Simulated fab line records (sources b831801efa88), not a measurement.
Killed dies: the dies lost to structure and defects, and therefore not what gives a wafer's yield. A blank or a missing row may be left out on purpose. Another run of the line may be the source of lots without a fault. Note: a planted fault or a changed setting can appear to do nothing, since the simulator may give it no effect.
What tool caused it? ; flow gf180mcu ; 18 wafers sampled from 6 lots at 1 step of a route of 602

WHAT THE GAUGES READ, wafer by wafer
GF_V1_CD_MEAS_14 targets a cd of 260 nm.
lot;measured;on;cdNm (nm)
L486;day 19 01:09;cdSem-02;259.0 260.1 259.0
L488;day 19 18:57;cdSem-02;261.1 260.4 260.3
L490;day 20 09:50;cdSem-01;259.6 261.0 259.6
L494;day 22 00:19;cdSem-02;261.6 262.0 261.5
L502;day 24 15:57;cdSem-02;260.3 260.4 260.5
L506;day 25 16:40;cdSem-02;261.4 259.7 259.5

EACH LOT AND THE TOOL THAT RAN IT (in order: tool; ch and the chambers of the sampled wafers; start)
There is no process step in the record ahead of these readings.

THE ANSWER, worked out from the rows above alone
Rule: the usual values come from the lots themselves. Put in order of their means at a reading, lots are off if they are a third of the lots or fewer, leave a main group of 4 or more, and stand apart from it by a gap of 3 or more times the standard deviation of the main group's means; of several such gaps the widest counts. If all means in a main group match to the digits the tables above print for the reading, that group is not used. Also off: a lot with no number at a reading for which 4 or more lots have one. All remaining lots with rows at the step are treated as sound.
Across all readings shown, no lot is off: no conclusion can be drawn from this.

WHAT THE SIMULATOR HAD PUT IN
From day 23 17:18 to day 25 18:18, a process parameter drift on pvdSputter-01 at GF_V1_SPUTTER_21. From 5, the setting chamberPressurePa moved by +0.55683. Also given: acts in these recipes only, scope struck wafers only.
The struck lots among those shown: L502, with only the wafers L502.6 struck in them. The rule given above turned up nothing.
